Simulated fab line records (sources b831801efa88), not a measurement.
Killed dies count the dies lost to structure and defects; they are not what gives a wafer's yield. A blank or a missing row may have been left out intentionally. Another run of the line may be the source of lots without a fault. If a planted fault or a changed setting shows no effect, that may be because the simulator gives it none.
fab line records	flow gf180mcu
record lots=7	wafers=21	lastDay=34
route steps=602 shown V4@494 MIM@503
lots with no fault: from the same line, run without faults
startH: the number of hours between the record's first day and the start of the first shown wafer of the lot	waitH: hours from the lot's prior step to this one	" the same as in the row above	L1.1+2: a row that stands for several wafers	- no value, or no start given	* or withheld: withheld	< > ~ a bound
route shown NAME@n: NAME is a module with steps in the file, n the number in the route of the first one	usual: mean and standard deviation over wafers with no fault	same: alike in all rows	chamber/n: place in a boat	sites: readings site by site	_std_site: the standard deviation of these	_edge_site: outer sites' mean less inner sites'	radiusMm: for every site, how far away it sits from the centre of the wafer	mask NAME#n: copy n	behind: the tool/chamber that last shaped the wafer	hold: the reason the lot was held/the length of the hold in hours/how it ended	device: the transistor (n, p or np) that didn't switch	end of line: at the end of the route, the tests of the same wafers	where a step has no rows: the recipe by itself	killed: dies that structure and defects cost at the first sort, which is not the same as the wafer's yield	map: per-die view of a wafer (x killed, . not killed, _ where there is no die)
set.NAME: setting as actually run; set.NAME@STEP: the setting as run at that earlier step	model.NAME: the simulator's own value behind a step, which no gauge read
a table for each step, a row for each wafer; lots at some steps of the route
services: a tool's chamber out of use, with start hour (startH, from the record's first day; less than 0 if before it), hours out, and reason
## steps
# step GF_V4_STRIP_18
# recipe chemistry=O2/N2	powerW=1400	pressureMtorr=1500	platenTempC=250	o2FlowSccm=3000	n2FlowSccm=300	overashFraction=0.5
# usual drypumpMotorCurrentA=5.8/0.37	heaterPowerW=326/24	oesProductAu=0.593/0.0049
lot.wafer	tool	chamber	startH	waitH	drypumpMotorCurrentA	heaterPowerW	oesProductAu	rfHoursCounterH
L328.1	plasmaAsher-01	0	574.17	-	6.0	294	0.585	82
L328.2	"	1	"	"	6.1	324	0.592	82
L328.4	"	0	"	"	6.1	292	0.586	-
L330.1	plasmaAsher-04	1	588.62	-	5.7	319	0.589	18
L330.4	"	0	"	"	5.8	354	0.585	-
L330.5	"	1	"	"	5.7	311	0.599	-
L336.1	plasmaAsher-04	1	639.95	-	5.7	300	0.592	25
L336.3	"	1	"	"	5.7	317	0.595	-
L336.4	"	0	"	"	5.8	360	0.588	-
L337.1	plasmaAsher-04	1	645.07	-	5.7	302	0.591	26
L337.3	"	1	"	"	5.7	317	0.593	-
L337.4	"	0	"	"	5.8	357	0.600	-
L338.3	plasmaAsher-01	0	656.75	-	6.1	291	0.595	-
L338.4	"	1	"	"	6.1	325	0.599	-
L338.5	"	0	"	"	6.0	297	0.598	-
L348.3	plasmaAsher-04	0	720.34	-	5.8	355	0.598	-
L348.4	"	1	"	"	5.7	312	0.591	-
L348.5	"	0	"	"	5.8	351	0.600	-
L350.3	plasmaAsher-04	1	730.55	-	5.7	306	0.598	-
L350.5	"	1	"	"	5.7	308	0.600	-
L350.6	"	0	"	"	5.8	350	0.590	-
# step GF_V4_STRIP_19
# recipe chemistry=postEtchResidueRemover	timeS=1200	tempC=72.5
# step GF_V4_CLEAN_20
# recipe chemistry=DIW	dry=n2Spin
# step GF_V4_SPUTTER_21
# recipe material=Ti	targetThkNm=15	chamberPressurePa=5	powerW=2500	substrateTempC=200	timeS=80.02
# usual cathodeDcPowerW=2500.0/0.46	chamberPressurePa=5.001/0.0095	throttleValvePct=30.5/0.95
lot.wafer	tool	chamber	startH	waitH	cathodeDcPowerW	chamberPressurePa	throttleValvePct
L328.1	pvdSputter-04	-	574.70	0.0	2499.6	5.003	32.2
L328.2	"	-	"	"	2498.7	4.993	31.1
L328.4	"	-	"	"	2500.7	4.993	30.1
L330.1	pvdSputter-03	-	589.15	0.0	2499.6	5.002	29.9
L330.4	"	-	"	"	2500.9	5.002	31.3
L330.5	"	-	"	"	2500.2	5.004	29.7
L336.1	pvdSputter-03	-	640.49	0.0	2499.3	4.998	30.6
L336.3	"	-	"	"	2499.4	5.009	29.8
L336.4	"	-	"	"	2499.8	4.991	31.4
L337.1	pvdSputter-03	-	645.64	0.0	2500.8	5.003	30.5
L337.3	"	-	"	"	2499.7	4.987	30.1
L337.4	"	-	"	"	2500.0	4.985	30.0
L338.3	pvdSputter-04	-	657.29	0.0	2500.1	5.005	32.2
L338.4	"	-	"	"	2500.6	4.999	30.4
L338.5	"	-	"	"	2499.4	5.002	30.9
L348.3	pvdSputter-01	-	720.90	0.0	2500.7	4.998	29.3
L348.4	"	-	"	"	2499.6	5.004	30.8
L348.5	"	-	"	"	2500.5	5.010	29.3
L350.3	pvdSputter-01	-	731.12	0.0	2498.9	5.018	30.5
L350.5	"	-	"	"	2499.4	4.997	30.8
L350.6	"	-	"	"	2499.3	4.992	29.5
# step GF_V4_SPUTTER_22
# recipe material=TiN	targetThkNm=10	chamberPressurePa=5	powerW=4000	timeS=40
# usual cathodeDcPowerW=4000.0/0.82	chamberPressurePa=4.999/0.011	throttleValvePct=30.5/0.92
lot.wafer	tool	chamber	startH	waitH	cathodeDcPowerW	chamberPressurePa	throttleValvePct
L328.1	pvdSputter-04	-	574.76	0.0	3999.5	5.001	32.2
L328.2	"	-	"	"	4001.7	5.006	30.9
L328.4	"	-	"	"	4001.1	4.983	30.2
L330.1	pvdSputter-03	-	589.21	0.0	3999.3	4.990	29.8
L330.4	"	-	"	"	4000.3	4.988	31.7
L330.5	"	-	"	"	3999.0	4.978	29.9
L336.1	pvdSputter-03	-	640.55	0.0	3999.4	4.993	30.8
L336.3	"	-	"	"	3999.4	4.994	29.8
L336.4	"	-	"	"	3999.0	4.994	31.5
L337.1	pvdSputter-03	-	645.70	0.0	4001.1	4.977	30.7
L337.3	"	-	"	"	4000.9	4.990	30.1
L337.4	"	-	"	"	4000.7	5.006	29.9
L338.3	pvdSputter-04	-	657.35	0.0	3999.0	4.998	32.1
L338.4	"	-	"	"	3999.4	5.009	30.2
L338.5	"	-	"	"	4000.2	5.016	30.8
L348.3	pvdSputter-01	-	720.96	0.0	3999.0	4.982	29.3
L348.4	"	-	"	"	3999.6	5.011	31.0
L348.5	"	-	"	"	4000.1	4.991	29.6
L350.3	pvdSputter-01	-	731.18	0.0	3999.7	4.996	30.6
L350.5	"	-	"	"	3999.2	4.990	30.7
L350.6	"	-	"	"	4000.6	4.989	29.4
# step GF_V4_CVD_23
# recipe material=W	targetThkNm=350	timeS=104.9	tempC=400	pressureTorr=40
# step GF_V4_RS_MEAS_24
# recipe thkMeasGauge=four-point-probe	reads=W_of_V4_CVD_23+TiN_of_V4_SPUTTER_22+Ti_of_V4_SPUTTER_21
# usual V4_W_RS=0.325/0.0033
lot.wafer	tool	chamber	startH	waitH	V4_W_RS[ohm/sq]
L328.1	filmMetro-01	-	574.91	0.1	0.324
L328.2	"	-	"	"	0.327
L328.4	"	-	"	"	0.324
L330.1	filmMetro-04	-	589.36	0.1	0.325
L330.4	"	-	"	"	0.327
L330.5	"	-	"	"	0.329
L336.1	filmMetro-01	-	640.70	0.1	0.321
L336.3	"	-	"	"	0.329
L336.4	"	-	"	"	0.322
L337.1	filmMetro-04	-	645.85	0.1	0.325
L337.3	"	-	"	"	0.319
L337.4	"	-	"	"	0.326
L338.3	filmMetro-03	-	657.54	0.1	0.330
L338.4	"	-	"	"	0.325
L338.5	"	-	"	"	0.328
L348.3	filmMetro-01	-	721.15	0.1	0.325
L348.4	"	-	"	"	0.334
L348.5	"	-	"	"	0.329
L350.3	filmMetro-03	-	731.37	0.1	0.324
L350.5	"	-	"	"	0.325
L350.6	"	-	"	"	0.320
# step GF_V4_THK_MEAS_25
# recipe thkMeasGauge=xrf	reads=W_of_V4_CVD_23
# usual V4_W_THK=351/4.2
lot.wafer	tool	chamber	startH	waitH	V4_W_THK[nm]
L328.1	filmMetro-01	-	575.03	0.1	352
L328.2	"	-	"	"	347
L328.4	"	-	"	"	349
L330.1	filmMetro-04	-	589.48	0.1	354
L330.4	"	-	"	"	353
L330.5	"	-	"	"	351
L336.1	filmMetro-01	-	640.82	0.1	351
L336.3	"	-	"	"	343
L336.4	"	-	"	"	352
L337.1	filmMetro-04	-	645.97	0.1	352
L337.3	"	-	"	"	357
L337.4	"	-	"	"	348
L338.3	filmMetro-03	-	657.64	0.1	349
L338.4	"	-	"	"	353
L338.5	"	-	"	"	348
L348.3	filmMetro-01	-	721.25	0.1	351
L348.4	"	-	"	"	343
L348.5	"	-	"	"	346
L350.3	filmMetro-03	-	731.47	0.1	354
L350.5	"	-	"	"	353
L350.6	"	-	"	"	360
# step GF_V4_CMP_26
# recipe stopOn=SiO2	downForcePsi=3.5	platenRpm=60	tOverpolishS=15	targetThkNm=0	padVelocityMS=0.94248
# usual motorCurrentA=10.8/1.1	overpolishRunS=14.999/0.0095	timeToEndpointS=86/3.7
lot.wafer	tool	chamber	startH	waitH	motorCurrentA	overpolishRunS	timeToEndpointS
L328.2	cmp-02	3	575.18	0.1	11.4	14.999	87
L328.4	"	0	"	"	10.0	15.011	84
L328.1	"	2	"	"	10.9	14.997	89
L330.1	cmp-01	0	589.64	0.1	11.2	14.994	86
L330.4	"	1	"	"	13.1	15.005	88
L330.5	"	3	"	"	11.4	15.003	87
L336.1	cmp-01	0	640.93	0.1	11.6	15.003	85
L336.3	"	1	"	"	12.5	15.002	91
L336.4	"	2	"	"	9.9	15.020	85
L337.3	cmp-01	2	646.03	0.0	10.0	15.011	89
L337.1	"	3	"	"	10.7	14.983	86
L337.4	"	0	"	"	11.3	15.015	88
L338.3	cmp-02	3	657.68	0.0	11.8	15.005	82
L338.4	"	2	"	"	11.0	15.007	89
L338.5	"	3	"	"	11.1	15.003	83
L348.3	cmp-02	0	721.34	0.1	10.2	14.996	88
L348.4	"	2	"	"	10.9	14.997	89
L348.5	"	3	"	"	11.9	14.991	85
L350.3	cmp-01	0	731.56	0.1	11.5	14.995	85
L350.6	"	3	"	"	11.1	14.998	82
L350.5	"	0	"	"	11.2	14.996	81
# step GF_MIM_SPUTTER_00
# recipe material=Ti	targetThkNm=37.5	arrivingIonEnergyEv=80	substrateTempC=200	chamberPressurePa=2	powerW=4000	timeS=150
# step GF_MIM_SPUTTER_01
# recipe material=TiN	targetThkNm=30	powerW=6500	timeS=25	chamberPressurePa=0.4
# usual cathodeDcPowerW=6500.0/1.2	chamberPressurePa=0.4000/0.00069	throttleValvePct=30.6/1.1
lot.wafer	tool	chamber	startH	waitH	cathodeDcPowerW	chamberPressurePa	throttleValvePct
L328.1	pvdSputter-04	-	575.58	0.1	6500.3	0.3997	30.2
L328.2	"	-	"	"	6500.1	0.4001	31.4
L328.4	"	-	"	"	6501.2	0.4002	32.0
L330.1	pvdSputter-01	-	589.94	0.1	6500.5	0.3996	31.0
L330.4	"	-	"	"	6500.6	0.4007	31.3
L330.5	"	-	"	"	6499.9	0.3994	30.4
L336.1	pvdSputter-01	-	641.28	0.1	6500.1	0.4003	29.6
L336.3	"	-	"	"	6501.6	0.3999	31.0
L336.4	"	-	"	"	6502.3	0.4005	30.6
L337.1	pvdSputter-01	-	646.43	0.1	6499.7	0.3994	31.0
L337.3	"	-	"	"	6500.1	0.3999	30.4
L337.4	"	-	"	"	6499.9	0.4003	31.2
L338.3	pvdSputter-02	-	658.08	0.1	6498.5	0.4007	32.2
L338.4	"	-	"	"	6500.4	0.4009	31.5
L338.5	"	-	"	"	6502.3	0.3995	31.2
L348.3	pvdSputter-04	-	721.69	0.1	6499.9	0.4002	27.7
L348.4	"	-	"	"	6499.6	0.3980	31.0
L348.5	"	-	"	"	6498.8	0.3998	27.9
L350.3	pvdSputter-04	-	731.91	0.1	6500.5	0.4002	30.2
L350.5	"	-	"	"	6499.9	0.3998	30.3
L350.6	"	-	"	"	6501.0	0.4006	32.1
# step GF_MIM_SPUTTER_02
# recipe material=AlCu	targetThkNm=450	powerW=10600	timeS=23.9	chamberPressurePa=0.4
# step GF_MIM_SPUTTER_03
# recipe material=Ti	targetThkNm=10	substrateTempC=300	chamberPressurePa=0.3	powerW=3000	timeS=6.7
# usual cathodeDcPowerW=3000.0/0.5	chamberPressurePa=0.3000/0.00058	throttleValvePct=30.6/1.1
lot.wafer	tool	chamber	startH	waitH	cathodeDcPowerW	chamberPressurePa	throttleValvePct
L328.1	pvdSputter-04	-	575.64	0.0	3000.8	0.3000	30.1
L328.2	"	-	"	"	2999.4	0.2994	31.3
L328.4	"	-	"	"	2999.2	0.2989	32.3
L330.1	pvdSputter-01	-	590.00	0.0	3000.6	0.3003	30.9
L330.4	"	-	"	"	2999.5	0.2996	31.2
L330.5	"	-	"	"	2999.7	0.2998	30.5
L336.1	pvdSputter-01	-	641.34	0.0	-	-	-
L336.3	"	-	"	"	-	-	-
L336.4	"	-	"	"	-	-	-
L337.1	pvdSputter-01	-	646.49	0.0	-	-	-
L337.3	"	-	"	"	-	-	-
L337.4	"	-	"	"	-	-	-
L338.3	pvdSputter-02	-	658.14	0.0	-	-	-
L338.4	"	-	"	"	-	-	-
L338.5	"	-	"	"	-	-	-
L348.3	pvdSputter-04	-	721.75	0.0	2999.6	0.3016	27.9
L348.4	"	-	"	"	3000.7	0.2997	31.2
L348.5	"	-	"	"	3000.3	0.3004	27.6
L350.3	pvdSputter-04	-	731.97	0.0	3000.7	0.3006	30.5
L350.5	"	-	"	"	2999.4	0.2985	30.1
L350.6	"	-	"	"	3000.1	0.3007	32.3
# step GF_MIM_SPUTTER_04
# recipe material=TiN	targetThkNm=50	powerW=6500	timeS=41.7	chamberPressurePa=0.4
## services
tool	chamber	startH	hours	kind
plasmaAsher-04	-	569.61	1.5	repair
cmp-01	-	572.24	4.0	pm
cmp-02	-	575.86	2.2	repair
cmp-01	-	576.24	-	consumableReplace:conditioner
cmp-01	-	576.24	-	consumableReplace:pad
plasmaAsher-04	-	626.89	0.6	repair
plasmaAsher-01	-	640.26	3.1	repair
cmp-01	-	662.55	20.0	pm
plasmaAsher-04	-	680.67	1.3	repair
pvdSputter-04	-	695.28	1.6	repair
cmp-01	-	708.03	6.6	pm
## key
firstSign step=GF_MIM_SPUTTER_03	reading=toolRecord	direction=missing
effect none on later readings
metAt GF_MIM_SPUTTER_03
struckWafers L336.1,L336.3,L336.4,L337.1,L337.3,L337.4,L338.3,L338.4,L338.5
laterRowsLeftOut L336.1,L336.3,L336.4,L337.1,L337.3,L337.4,L338.3,L338.4,L338.5
sortLeftOut L336.1,L336.3,L336.4,L337.1,L337.3,L337.4,L338.3,L338.4,L338.5
onsetBetween 590.00 641.34
fault kind=skippedStepWhole	tool=pvdSputter-01,pvdSputter-02	chamber=-	onsetH=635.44	steps=GF_MIM_SPUTTER_03	scope=struckLotsOnly
# sortLeftOut: the simulated sort isn't trusted on such a fault, so these wafers' sort isn't shown, and their yield isn't known
# laterRowsLeftOut: the simulator's readings of these wafers behind a module that went badly wrong aren't trusted and aren't shown, but for the sort
